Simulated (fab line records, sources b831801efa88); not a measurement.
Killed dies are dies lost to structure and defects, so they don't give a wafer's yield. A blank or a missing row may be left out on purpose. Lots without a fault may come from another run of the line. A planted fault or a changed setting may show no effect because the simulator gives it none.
Chamber matching | flow gf180mcu | GF_V5_ETCH_16 on rie_diel-02: 4 sister chambers
The step etches BARC in N2/H2. 18 wafers are shown with their chamber, then 9 later ones without.

WAFERS WITH THEIR CHAMBER
wafer  | chamber | drypump_motor_current_A (A) | throttle_valve_pct (%) | oes_product_au (a.u.)
L075.2 | 3       | 5.6                         | 13.231                 | 0.855
L075.4 | 1       | 6.1                         | 13.211                 | 0.853
L075.6 | 1       | 6.1                         | 13.231                 | 0.862
L077.2 | 1       | 6.1                         | 13.221                 | 0.856
L077.5 | 2       | 5.8                         | 13.233                 | 0.850
L077.6 | 1       | 6.1                         | 13.230                 | 0.852
L078.3 | 2       | 5.7                         | 13.228                 | 0.856
L078.4 | 0       | 5.2                         | 13.225                 | 0.859
L078.6 | 0       | 5.2                         | 13.221                 | 0.853
L080.1 | 0       | 5.2                         | 13.228                 | 0.850
L080.2 | 1       | 6.1                         | 13.222                 | 0.846
L080.3 | 3       | 5.6                         | 13.219                 | 0.848
L080.4 | 2       | 5.7                         | 13.219                 | 0.854
L080.5 | 1       | 6.1                         | 13.227                 | 0.860
L080.6 | 2       | 5.7                         | 13.230                 | 0.861
L081.2 | 0       | 5.2                         | 13.224                 | 0.856
L081.5 | 3       | 5.6                         | 13.214                 | 0.853
L081.6 | 2       | 5.7                         | 13.224                 | 0.841

SIGNATURES (means of the wafers above)
reading                 | chamber 0 | chamber 1 | chamber 2 | chamber 3 | scatter within a chamber
drypump_motor_current_A | 5.200     | 6.100     | 5.720     | 5.600     | 0.0239
throttle_valve_pct      | 13.22450  | 13.22367  | 13.22680  | 13.22133  | 0.00639
oes_product_au          | 0.85450   | 0.85483   | 0.85240   | 0.85200   | 0.00576
Rule: a wafer's distance from a chamber is the root of the sum, over the readings, of the square of ((its reading less the chamber's mean) divided by the reading's scatter). The wafer belongs to the nearest chamber; if the next one is less than 2 further off, it can't be placed. The scatter: the root of (the sum of the squares of (reading less its chamber's mean) over the shown wafers, divided by (wafers less chambers)).

WAFERS WITHOUT THEIR CHAMBER
wafer  | drypump_motor_current_A (A) | throttle_valve_pct (%) | oes_product_au (a.u.)
L089.2 | 5.7                         | 13.230                 | 0.845
L089.4 | 5.7                         | 13.218                 | 0.849
L089.6 | 6.1                         | 13.219                 | 0.850
L091.2 | 6.1                         | 13.251                 | 0.854
L091.3 | 5.8                         | 13.242                 | 0.855
L091.5 | 6.1                         | 13.213                 | 0.853
L096.2 | 5.2                         | 13.215                 | 0.849
L096.3 | 5.6                         | 13.228                 | 0.858
L096.6 | 5.2                         | 13.231                 | 0.852

WHICH CHAMBER EACH WENT THROUGH
wafer  | from the rows above | in truth
L089.2 | 2                   | 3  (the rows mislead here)
L089.4 | 2                   | 2
L089.6 | 1                   | 1
L091.2 | 1                   | 1
L091.3 | 2                   | 2
L091.5 | 1                   | 1
L096.2 | 0                   | 0
L096.3 | 3                   | 3
L096.6 | 0                   | 0
Placed correctly: 8 of 9. Can't be placed from these rows: 0. Placed wrongly: 1.
